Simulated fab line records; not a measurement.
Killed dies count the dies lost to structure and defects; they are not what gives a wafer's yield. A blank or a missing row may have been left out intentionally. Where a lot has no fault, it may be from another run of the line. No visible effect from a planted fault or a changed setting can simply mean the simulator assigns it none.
A struck lot beside a sound one + flow gf180mcu + 14 out of 602 route steps
Sound: these wafers, L791.1, L791.2, L791.4. Struck: wafers L799.1, L799.3, L799.4. At the end, the cause is stated.
For every step that has rows: the tool of each side, followed by ch and its chambers, followed by its first start. Under that, the readings that differ: sound wafers + struck wafers + difference of the means + sigmas: that difference in standard deviations of wafers without a fault.
alike: a reading whose means differ by less than 2 such deviations, as well as words and numbers matching on both sides. not compared: withheld readings; readings where some wafer has no value; bounds like >300 that might hide an equal value; numbers whose values overlap and for which the record gives no deviation.
A row with sigmas, a row that says differs or no value, or rows on one side alone: a step with any of these is where the two part. Numbers that don't overlap but have no deviation are shown without sigmas and don't part them. Lack of a reading on every wafer of one side parts them only where that side has two or more wafers.

first, 3 steps without rows for these wafers: GF_HV_LDD_EXPOSE_16 (exposes mask Pplus LV AREA, target cd 400 nm); GF_HV_LDD_PEB_17; GF_HV_LDD_DEVELOP_18 (develop time 60 s).
GF_HV_LDD_CD_MEAS_19 targets a cd of 400 nm.
  struck on cd-sem-02, day 15 14:52; sound on cd-sem-02, day 12 11:45
  alike: cd-nm
GF_HV_LDD_OVL_MEAS_20:
  struck on overlay-02, day 15 14:59; sound on overlay-01, day 12 11:52
  alike: HV_LDD_01_OVL
following that, these wafers have no rows for 1 step: GF_HV_LDD_IMPLANT_21.
GF_HV_LDD_STRIP_22: strips in O2/N2.
  sound on plasma-asher-03 ch 0,1, day 12 12:03; struck on plasma-asher-04 ch 0,1, day 15 15:11
  alike: chamber-pressure-mTorr, drypump-motor-current-A, heater-power-w, oes-product-au, platen-temp-c, strip-time-to-endpoint-s
  not compared: rf-hours-counter-h
GF_HV_LDD_TW_MEAS_23:
  struck on film-metro-02, day 15 15:17; sound on film-metro-03, day 12 12:09
| reading     | sound          | struck         | difference | sigmas |
|-------------|----------------|----------------|------------|--------|
| HV_LDD_2_TW | 1051 1045 1042 | 1019 1021 1017 | -27        | -2     |
then, 4 steps without rows for these wafers: GF_HV_LDD_DEHYDRATE_24 (time 60 s); GF_HV_LDD_HMDS_25 (prime time 60 s); GF_HV_LDD_COAT_26 (resist thk 1000 nm); GF_HV_LDD_SOFTBAKE_27 (time 60 s).
GF_HV_LDD_EXPOSE_28: exposes mask Nplus HV AREA, target cd 400 nm.
  struck on iline-stepper-02, day 16 01:51; sound on iline-stepper-01 ch 0, day 12 21:30
  no value came back on the struck wafers for exposure-dose-mJ-cm2, focus-offset-nm (nm); on the sound wafers exposure-dose-mJ-cm2 reads 140.03 140.14 140.34
| reading                        | sound                   | struck                  | difference | sigmas |
|--------------------------------|-------------------------|-------------------------|------------|--------|
| model.HV_LDD.overlay-y-nm (nm) | 0.5543 0.5543 0.5543    | 0.3 0.3 0.3             | -0.3       |        |
| model.HV_LDD.overlay-x-nm (nm) | -0.9497 -0.9497 -0.9497 | -0.2457 -0.2457 -0.2457 | +0.7040    |        |
  alike: mask
following that, these wafers have no rows for 1 step: GF_HV_LDD_PEB_29.

## WHERE THEY PART
First at GF_HV_LDD_TW_MEAS_23; last, within this record, at GF_HV_LDD_EXPOSE_28.

WHY: whatever the simulator had introduced
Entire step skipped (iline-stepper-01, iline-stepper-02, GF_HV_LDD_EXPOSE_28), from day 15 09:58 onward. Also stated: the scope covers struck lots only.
